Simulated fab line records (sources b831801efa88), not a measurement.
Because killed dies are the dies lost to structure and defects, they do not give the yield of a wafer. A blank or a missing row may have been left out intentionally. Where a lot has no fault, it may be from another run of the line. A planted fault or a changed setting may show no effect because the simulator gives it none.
A struck lot beside a sound one ; flow gf180mcu ; 14 out of 602 route steps
Sound: these wafers, L358.1, L358.4, L358.6. Wafers struck: L348.4, L348.5, L348.6. At the end, the cause is stated.
Per side, at each step with rows, come the tool, then ch with its chambers, and then its first start. Under that, the readings that differ: sound wafers ; struck wafers ; difference of the means ; sigmas: that difference in standard deviations of wafers without a fault.
alike: readings whose means differ by less than 2 such deviations, and words and numbers that are the same on both sides. not compared: withheld readings, readings that some wafer has no value for, bounds like >300 that may hide the same value, and numbers for which the record gives no deviation and whose values overlap.
Wherever a step has rows on one side only, a row that says differs or no value, or a row with sigmas, the two part there. Numbers that don't overlap but have no deviation are shown without sigmas and don't part them. A reading that every wafer of one side lacks parts them only if that side has two wafers or more.

GF_VT_IMPLANT_RS_MEAS_47: a four-point-probe measurement.
  sound on filmMetro-03, day 13 10:12; struck on filmMetro-03, day 10 11:50
  alike: NWELL_RS
GF_VT_IMPLANT_RS_MEAS_48: a four-point-probe measurement.
  sound on filmMetro-03, day 13 10:19; struck on filmMetro-03, day 10 11:57
  alike: LVPWELL_RS
GF_VT_IMPLANT_RS_MEAS_49: a four-point-probe measurement.
  sound on filmMetro-03, day 13 10:26; struck on filmMetro-03, day 10 12:04
  alike: MVPSD_RS
then, 4 steps without rows for these wafers: GF_VT_IMPLANT_WET_ETCH_50 (etches SiO2 in dHF, target depth 20 nm, time 400 s); GF_DUAL_GATE_CLEAN_00 (cleans in SC1/SC2, time 150 s); GF_DUAL_GATE_CLEAN_01 (cleans in dHF, time 20 s); GF_DUAL_GATE_OXIDATION_02 (stabilise 600 s, purge 300 s, target thk 10.887 nm).
GF_DUAL_GATE_THK_MEAS_03:
  sound on filmMetro-02, day 13 12:32; struck on filmMetro-01, day 10 14:28
reading;sound;struck;difference;sigmas
DUAL_GATE_OXIDATION_00_THK (nm);11.23 11.22 11.14;10.80 10.87 10.62;-0.43;-3
then, 4 steps without rows for these wafers: GF_DUAL_GATE_DEHYDRATE_04 (time 60 s); GF_DUAL_GATE_HMDS_05 (prime time 60 s); GF_DUAL_GATE_COAT_06 (resist thk 1000 nm); GF_DUAL_GATE_SOFTBAKE_07 (time 60 s).
GF_DUAL_GATE_EXPOSE_08: exposes mask Dualgate, target cd 700 nm.
  struck on ilineStepper-02, day 10 23:17; sound on ilineStepper-01 ch 0, day 13 22:43
  no value came back on the struck wafers for exposureDoseMJCm2, focusOffsetNm (nm); on the sound wafers exposureDoseMJCm2 reads 140.07 139.97 140.28
  alike: mask
then, 1 step without rows for these wafers: GF_DUAL_GATE_PEB_09.

## WHERE THEY PART
At GF_DUAL_GATE_THK_MEAS_03 first; at GF_DUAL_GATE_EXPOSE_08 last (within this record only).

WHY: the cause the simulator had injected
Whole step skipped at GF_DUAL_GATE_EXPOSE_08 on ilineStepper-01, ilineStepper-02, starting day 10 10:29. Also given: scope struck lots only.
